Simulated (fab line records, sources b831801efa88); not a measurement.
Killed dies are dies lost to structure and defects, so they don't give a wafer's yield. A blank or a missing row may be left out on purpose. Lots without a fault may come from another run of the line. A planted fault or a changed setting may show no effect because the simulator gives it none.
fab line records | flow gf180mcu
record lots=6 wafers=18 last_day=34
route steps=602 shown CONTACT@304 M1@315
lots that met no fault: from a run of the same line without faults
start_h: hours from the record's first day to the start of the lot's first wafer shown | wait_h: hours since the lot's step before | " the same as in the row above | L1.1+2: a row that stands for several wafers | - no value, or no start given | * or withheld: withheld | < > ~ a bound
route shown NAME@n: a module of which the file shows steps, and the number in the route of the first | usual: mean/standard deviation of fault-free wafers | same: alike in all rows | chamber/n: place in a boat | sites: the reading at each site | _std_site: their standard deviation | _edge_site: outer sites' mean less inner sites' | radius_mm: how far each site lies from the wafer's centre | mask NAME#n: copy n | behind: the tool/chamber that last shaped the wafer | hold: why the lot was held/for how many hours/how that ended | device: the transistor (n, p or np) that didn't switch | end of line: the same wafers' tests at the end of the route | a step without rows: its recipe alone | killed: dies lost to structure and defects at the first sort, not the wafer's yield | map: a wafer's dies, x killed, . not, _ none there
set.NAME: the setting as run; set.NAME@STEP: as run at that earlier step | model.NAME: the simulator's own value behind a step, which no gauge read
lots at some steps of the route; a table a step, a row a wafer
services: from which hour (start_h, from the record's first day; less than 0 if before it) a tool's chamber was out of use, for how many hours, and why
## steps
# step GF_CONTACT_ETCH_17
# recipe chemistry=C4F8/O2/Ar mask_material=KrF target=SiO2 stop_on=CoSi2 source_w=1500 bias_w=1200 pressure_mtorr=40 c4f8_flow_sccm=withheld O2_flow_sccm=6 Ar_flow_sccm=300 time_s=withheld target_depth_a=8600
# usual bias_w=1200/3.9 oes_product_au=0.815/0.005 rf_fwd_power_W=1495/4.4
# columns lot.wafer tool chamber start_h wait_h bias_w oes_product_au rf_fwd_power_W
L883.1 rie_diel-04 3 - - 1205 0.814 1499
L883.3 " 0 " " 1197 0.814 1504
L883.6 " 1 " " 1203 0.817 1500
L893.1 rie_diel-03 2 - - 1198 0.818 1491
L893.4 " 1 " " 1200 0.816 1492
L893.6 " 2 " " 1200 0.813 1498
L894.2 rie_diel-01 2 - - 1198 0.818 1495
L894.4 " 1 " " 1196 0.814 1495
L894.5 " 2 " " 1199 0.818 1496
L895.1 rie_diel-03 3 - - 1195 0.818 1502
L895.2 " 1 " " 1206 0.822 1493
L895.6 " 0 " " 1200 0.810 1497
L896.2 rie_diel-01 2 - - 1201 0.828 1497
L896.4 " 1 " " 1204 0.810 1497
L896.5 " 3 " " 1205 0.821 1496
L897.4 rie_diel-04 0 - - 1201 0.812 1494
L897.5 " 1 " " 1204 0.808 1501
L897.6 " 0 " " 1203 0.810 1498
# step GF_CONTACT_STRIP_18
# recipe chemistry=O2/N2 power_w=1400 pressure_mtorr=1500 platen_temp_c=250 o2_flow_sccm=3000 n2_flow_sccm=300 overash_fraction=0.5
# usual drypump_motor_current_A=5.57/0.25 heater_power_w=351/28 oes_product_au=0.580/0.0051
# columns lot.wafer tool chamber start_h wait_h drypump_motor_current_A heater_power_w oes_product_au rf_hours_counter_h
L883.1 plasma_asher-04 0 407.26 - 5.36 335 0.576 81
L883.3 " 0 " " 5.32 330 0.577 -
L883.6 " 1 " " 5.74 316 0.582 -
L893.1 plasma_asher-04 1 491.71 - 5.77 339 0.584 6
L893.4 " 1 " " 5.77 338 0.581 -
L893.6 " 1 " " 5.77 338 0.576 -
L894.2 plasma_asher-04 0 502.76 - 5.33 326 0.586 7
L894.4 " 0 " " 5.34 322 0.580 -
L894.5 " 1 " " 5.75 341 0.573 -
L895.1 plasma_asher-01 1 512.51 - 5.53 362 0.586 90
L895.2 " 0 " " 5.88 391 0.587 90
L895.6 " 1 " " 5.52 381 0.587 -
L896.2 plasma_asher-02 0 534.48 - 5.60 359 0.570 44
L896.4 " 1 " " 5.03 317 0.578 -
L896.5 " 0 " " 5.57 355 0.588 -
L897.4 plasma_asher-02 1 543.61 - 5.02 319 0.584 -
L897.5 " 0 " " 5.59 356 0.579 -
L897.6 " 1 " " 5.02 316 0.580 -
# step GF_CONTACT_CLEAN_19
# recipe chemistry=SPM
# step GF_CONTACT_CLEAN_20
# recipe chemistry=DIW
# step GF_CONTACT_CLEAN_21
# recipe chemistry=dHF time_s=20 dilution=100:1 dry=ipa_marangoni
# step GF_CONTACT_SPUTTER_22
# recipe material=Ti target_thk_nm=15 chamber_pressure_pa=5 power_w=2500 substrate_temp_c=200 time_s=80.02
# usual cathode_dc_power_W=2500.0/0.43 chamber_pressure_pa=4.999/0.011 throttle_valve_pct=29.8/1
# columns lot.wafer tool chamber start_h wait_h cathode_dc_power_W chamber_pressure_pa throttle_valve_pct
L883.1 pvd_sputter-01 - 407.55 0.0 2499.5 4.995 28.6
L883.3 " - " " 2499.3 5.010 27.8
L883.6 " - " " 2499.8 5.005 27.4
L893.1 pvd_sputter-04 - 492.02 0.0 2499.1 4.997 29.5
L893.4 " - " " 2499.3 4.995 30.6
L893.6 " - " " 2500.4 4.998 29.3
L894.2 pvd_sputter-04 - 503.07 0.0 2499.9 4.997 30.9
L894.4 " - " " 2499.6 5.004 29.3
L894.5 " - " " 2500.2 5.007 29.6
L895.1 pvd_sputter-04 - 512.82 0.0 2500.3 4.997 29.5
L895.2 " - " " 2500.4 4.993 30.1
L895.6 " - " " 2499.6 4.988 29.6
L896.2 pvd_sputter-04 - 534.78 0.0 2499.7 4.999 30.6
L896.4 " - " " 2500.3 5.002 29.4
L896.5 " - " " 2500.0 5.001 30.8
L897.4 pvd_sputter-02 - 543.87 0.0 2500.4 4.992 30.3
L897.5 " - " " 2499.7 5.000 30.2
L897.6 " - " " 2499.4 4.987 29.5
# step GF_CONTACT_SPUTTER_23
# recipe material=TiN target_thk_nm=10 chamber_pressure_pa=5 power_w=4000 time_s=40
# step GF_CONTACT_CVD_24
# recipe material=W target_thk_nm=300 time_s=90.339 temp_c=400 pressure_torr=40
# usual heater_power_w=917/94
# columns lot.wafer tool chamber start_h wait_h heater_power_w
L883.1 cvd_w-02 1 407.65 0.0 730
L883.3 " 1 " " 754
L883.6 " 1 " " 741
L893.1 cvd_w-01 0 492.12 0.0 873
L893.4 " 0 " " 844
L893.6 " 1 " " 1030
L894.2 cvd_w-01 0 503.17 0.0 856
L894.4 " 0 " " 864
L894.5 " 0 " " 867
L895.1 cvd_w-01 0 512.92 0.0 855
L895.2 " 1 " " 1031
L895.6 " 1 " " 1038
L896.2 cvd_w-01 1 534.88 0.0 999
L896.4 " 0 " " 877
L896.5 " 1 " " 1025
L897.4 cvd_w-02 0 544.01 0.1 959
L897.5 " 0 " " 960
L897.6 " 1 " " 765
# step GF_CONTACT_RS_MEAS_25
# recipe thk_meas_gauge=four-point-probe reads=W_of_CONTACT_CVD_24+TiN_of_CONTACT_SPUTTER_23+Ti_of_CONTACT_SPUTTER_22
# usual CONTACT_W_RS=0.379/0.0049
# columns lot.wafer tool chamber start_h wait_h CONTACT_W_RS[ohm/sq]
L883.1 film_metro-02 - 407.75 0.1 0.387
L883.3 " - " " 0.388
L883.6 " - " " 0.388
L893.1 film_metro-01 - 492.22 0.1 0.378
L893.4 " - " " 0.383
L893.6 " - " " 0.386
L894.2 film_metro-02 - 503.29 0.1 0.374
L894.4 " - " " 0.377
L894.5 " - " " 0.375
L895.1 film_metro-01 - 513.02 0.1 0.376
L895.2 " - " " 0.380
L895.6 " - " " 0.378
L896.2 film_metro-01 - 535.00 0.1 0.375
L896.4 " - " " 0.381
L896.5 " - " " 0.374
L897.4 film_metro-04 - 544.13 0.1 0.377
L897.5 " - " " 0.382
L897.6 " - " " 0.383
# step GF_CONTACT_THK_MEAS_26
# recipe thk_meas_gauge=xrf reads=W_of_CONTACT_CVD_24
# usual CONTACT_W_THK=297/5
# columns lot.wafer tool chamber start_h wait_h CONTACT_W_THK[nm]
L883.1 film_metro-02 - 407.87 0.1 292
L883.3 " - " " 289
L883.6 " - " " 289
L893.1 film_metro-01 - 492.34 0.1 302
L893.4 " - " " 300
L893.6 " - " " 296
L894.2 film_metro-02 - 503.40 0.1 299
L894.4 " - " " 294
L894.5 " - " " 296
L895.1 film_metro-01 - 513.14 0.1 301
L895.2 " - " " 300
L895.6 " - " " 301
L896.2 film_metro-01 - 535.11 0.1 303
L896.4 " - " " 297
L896.5 " - " " 303
L897.4 film_metro-04 - 544.22 0.1 298
L897.5 " - " " 292
L897.6 " - " " 291
# step GF_CONTACT_CMP_27
# recipe stop_on=SiO2 down_force_psi=3.5 platen_rpm=60 t_overpolish_s=15 target_thk_nm=0 pad_velocity_m_s=0.94248
# step GF_M1_SPUTTER_00
# recipe material=Ti target_thk_nm=37.5 arriving_ion_energy_ev=80 substrate_temp_c=200 chamber_pressure_pa=2 power_w=4000 time_s=150
# step GF_M1_SPUTTER_01
# recipe material=TiN target_thk_nm=30 power_w=6500 time_s=25 chamber_pressure_pa=0.4
# usual cathode_dc_power_W=6499.9/1.2 chamber_pressure_pa=0.3999/0.00081 throttle_valve_pct=29.6/1.2
# columns lot.wafer tool chamber start_h wait_h cathode_dc_power_W chamber_pressure_pa throttle_valve_pct
L883.1 pvd_sputter-02 - 408.33 0.1 6499.3 0.3992 31.5
L883.3 " - " " 6499.7 0.4012 29.5
L883.6 " - " " 6500.8 0.4002 30.4
L893.1 pvd_sputter-02 - 492.80 0.1 - - -
L893.4 " - " " - - -
L893.6 " - " " - - -
L894.2 pvd_sputter-03 - 503.85 0.1 - - -
L894.4 " - " " - - -
L894.5 " - " " - - -
L895.1 pvd_sputter-03 - 513.60 0.1 6501.5 0.3984 31.3
L895.2 " - " " 6499.5 0.4002 29.5
L895.6 " - " " 6497.4 0.4005 29.7
L896.2 pvd_sputter-02 - 535.56 0.1 6501.1 0.4004 29.6
L896.4 " - " " 6501.8 0.3996 30.2
L896.5 " - " " 6498.2 0.3998 31.6
L897.4 pvd_sputter-03 - 544.65 0.1 6500.2 0.4009 30.0
L897.5 " - " " 6499.3 0.3986 31.4
L897.6 " - " " 6499.7 0.3997 28.3
# step GF_M1_SPUTTER_02
# recipe material=AlCu target_thk_nm=450 power_w=10600 time_s=23.9 chamber_pressure_pa=0.4
# step GF_M1_SPUTTER_03
# recipe material=Ti target_thk_nm=10 substrate_temp_c=300 chamber_pressure_pa=0.3 power_w=3000 time_s=6.7
# step GF_M1_SPUTTER_04
# recipe material=TiN target_thk_nm=50 power_w=6500 time_s=41.7 chamber_pressure_pa=0.4
# usual cathode_dc_power_W=6499.9/1.1 chamber_pressure_pa=0.4000/0.00084 throttle_valve_pct=29.7/1.2
# columns lot.wafer tool chamber start_h wait_h cathode_dc_power_W chamber_pressure_pa throttle_valve_pct
L883.1 pvd_sputter-02 - 408.42 0.0 6499.2 0.3997 31.5
L883.3 " - " " 6499.2 0.4013 29.7
L883.6 " - " " 6499.4 0.3995 30.2
L893.1 pvd_sputter-02 - 492.88 0.0 6499.1 0.4008 30.3
L893.4 " - " " 6499.0 0.3998 29.3
L893.6 " - " " 6500.1 0.4001 31.4
L894.2 pvd_sputter-03 - 503.93 0.0 6499.7 0.3999 31.5
L894.4 " - " " 6499.2 0.4014 31.5
L894.5 " - " " 6500.0 0.3995 28.4
L895.1 pvd_sputter-03 - 513.68 0.0 6501.7 0.3994 31.2
L895.2 " - " " 6503.2 0.3995 29.4
L895.6 " - " " 6498.4 0.3996 29.4
L896.2 pvd_sputter-02 - 535.64 0.0 6498.5 0.3992 29.8
L896.4 " - " " 6499.5 0.4008 30.3
L896.5 " - " " 6500.0 0.4003 31.5
L897.4 pvd_sputter-03 - 544.74 0.0 6500.2 0.4003 30.1
L897.5 " - " " 6499.6 0.4006 31.4
L897.6 " - " " 6496.8 0.4009 28.2
# step GF_M1_DEHYDRATE_07
# recipe temp_c=200 time_s=60
# step GF_M1_HMDS_08
# recipe prime_time_s=60 prime_temp_c=120
# step GF_M1_COAT_09
# recipe resist=KrF spin_rpm=withheld resist_thk_nm=1000
# step GF_M1_SOFTBAKE_10
# recipe temp_c=130 time_s=60 resist=KrF
# step GF_M1_EXPOSE_11
# recipe mask_id=Metal1 target_cd_nm=230 na=0.68 source_shape=conventional sigma_outer=0.6 dose_mj=28
# step GF_M1_PEB_12
# recipe peb_temp_c=135 peb_time_s=90 resist=KrF
# step GF_M1_DEVELOP_13
# recipe develop_time_s=60 dev_temp_c=21
# step GF_M1_CD_MEAS_14
# recipe target_cd_nm=230
# usual cd_nm=229.6/1.1
# columns lot.wafer tool chamber start_h wait_h cd_nm
L883.1 cd_sem-01 - 432.29 0.1 229.0
L883.3 " - " " 228.9
L883.6 " - " " 228.7
L893.1 cd_sem-02 - 515.76 0.1 230.3
L893.4 " - " " 230.0
L893.6 " - " " 229.1
L894.2 cd_sem-01 - 526.66 0.1 231.0
L894.4 " - " " 230.3
L894.5 " - " " 231.1
L895.1 cd_sem-02 - 536.77 0.1 230.4
L895.2 " - " " 229.2
L895.6 " - " " 228.9
L896.2 cd_sem-02 - 557.49 0.1 228.2
L896.4 " - " " 229.0
L896.5 " - " " 229.2
L897.4 cd_sem-02 - 566.88 0.1 231.2
L897.5 " - " " 231.5
L897.6 " - " " 230.8
# step GF_M1_OVL_MEAS_15
# usual M1_OVL=-4/5.5
# columns lot.wafer tool chamber start_h wait_h M1_OVL[nm]
L883.1 overlay-02 - 432.41 0.1 -5
L883.3 " - " " -3
L883.6 " - " " 0
L893.1 overlay-02 - 515.88 0.1 -8
L893.4 " - " " -8
L893.6 " - " " -6
L894.2 overlay-01 - 526.76 0.1 3
L894.4 " - " " 1
L894.5 " - " " 5
L895.1 overlay-02 - 536.89 0.1 -9
L895.2 " - " " -8
L895.6 " - " " -4
L896.2 overlay-02 - 557.60 0.1 3
L896.4 " - " " 3
L896.5 " - " " -2
L897.4 overlay-01 - 566.96 0.1 -3
L897.5 " - " " -7
L897.6 " - " " 0
# step GF_M1_METAL_ETCH_16
# recipe chemistry=Cl2/BCl3 mask_material=KrF target_depth_nm=627.5 stop_on=SiO2 pressure_mtorr=8 icp_w=800 bias_w=140 Cl2_flow_sccm=80 bcl3_flow_sccm=40 time_s=104.6
# usual bias_w=139.9/0.45 drypump_motor_current_A=5.7/0.6 he_backside_leak_sccm=3.34/0.29 oes_product_au=0.972/0.0071 rf_fwd_power_W=793.7/2.6 throttle_valve_pct=28.248/0.0095
# columns lot.wafer tool chamber start_h wait_h bias_w drypump_motor_current_A he_backside_leak_sccm oes_product_au rf_fwd_power_W rf_hours_counter_h throttle_valve_pct
L883.1 rie_metal-01 1 432.44 0.0 140.1 6.0 3.09 0.977 793.2 9 28.238
L883.3 " 1 " " 139.4 6.0 3.24 0.973 791.9 - 28.250
L883.6 " 1 " " 140.4 6.0 3.10 0.969 791.6 - 28.250
L893.1 rie_metal-03 1 515.91 0.0 139.6 6.5 3.35 0.936 792.6 7 28.288
L893.4 " 1 " " 139.7 6.6 3.20 0.935 794.2 - 28.290
L893.6 " 1 " " 139.9 6.6 3.22 0.934 794.3 - 28.273
L894.2 rie_metal-01 0 526.79 0.0 139.6 4.9 3.51 0.940 796.8 7 28.282
L894.4 " 1 " " 140.7 6.0 3.09 0.944 797.2 - 28.289
L894.5 " 1 " " 140.4 6.0 3.18 0.950 792.6 - 28.276
L895.1 rie_metal-01 1 536.93 0.0 140.3 6.0 3.21 0.976 793.3 13 28.258
L895.2 " 1 " " 139.4 6.0 3.24 0.971 791.4 - 28.250
L895.6 " 1 " " 140.2 6.0 3.21 0.973 790.5 - 28.243
L896.2 rie_metal-01 0 557.67 0.1 140.3 4.8 3.47 0.972 794.2 - 28.241
L896.4 " 0 " " 140.2 4.8 3.52 0.970 797.4 - 28.242
L896.5 " 0 " " 140.0 4.8 3.42 0.976 794.0 - 28.247
L897.4 rie_metal-01 0 567.02 0.0 140.4 4.8 3.72 0.978 795.0 - 28.235
L897.5 " 1 " " 139.5 6.0 3.24 0.978 795.8 - 28.247
L897.6 " 0 " " 140.1 4.9 3.57 0.980 796.0 - 28.242
# step GF_M1_STRIP_17
# recipe chemistry=O2/N2 power_w=1400 pressure_mtorr=1500 platen_temp_c=250 o2_flow_sccm=3000 n2_flow_sccm=300 overash_fraction=0.5
## services
# columns tool chamber start_h hours kind
cvd_w-02 - 390.00 14.0 pm
pvd_sputter-03 - 393.39 8.6 repair
pvd_sputter-03 - 402.74 4.4 repair
plasma_asher-02 - 404.19 2.8 pm
plasma_asher-02 - 415.67 1.5 repair
pvd_sputter-02 - 420.35 2.8 repair
plasma_asher-04 - 421.25 9.0 pm
cvd_w-01 - 423.15 0.6 repair
plasma_asher-04 - 430.25 7.2 pm
plasma_asher-02 - 432.48 2.2 repair
rie_diel-03 - 450.81 15.6 pm
cvd_w-02 - 466.49 6.0 pm
pvd_sputter-02 - 477.57 0.7 repair
plasma_asher-04 - 478.19 1.2 repair
cvd_w-01 - 490.58 0.6 repair
rie_metal-01 0 505.66 12.5 repair
rie_diel-03 2 507.89 10.9 repair
rie_metal-01 0 528.05 20.9 repair
rie_diel-01 1 542.22 11.3 repair
cvd_w-01 1 542.70 4.4 repair
cvd_w-01 - 543.74 1.5 repair
pvd_sputter-04 - 544.21 2.5 repair
pvd_sputter-03 - 546.44 6.0 repair
cvd_w-02 - 566.77 2.3 repair
## key
first_sign step=GF_M1_SPUTTER_01 reading=tool_record direction=missing
effect step=GF_M1_METAL_ETCH_16 reading=oes_product_au direction=down sigmas=4.5 usual=0.972 struck=0.940
met_at GF_M1_SPUTTER_01
struck_wafers L893.1,L893.4,L893.6,L894.2,L894.4,L894.5
later_rows_left_out L893.1,L893.4,L893.6,L894.2,L894.4,L894.5
sort_left_out L893.1,L893.4,L893.6,L894.2,L894.4,L894.5
onset_between 408.33 492.80
fault kind=skipped_step_whole tool=pvd_sputter-02,pvd_sputter-03 chamber=- onset_h=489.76 steps=GF_M1_SPUTTER_01 scope=struck_lots_only
# sort_left_out: the simulated sort isn't trusted on such a fault, so these wafers' sort isn't shown, and their yield isn't known
# later_rows_left_out: the simulator's readings of these wafers behind a module that went badly wrong aren't trusted and aren't shown, but for the sort
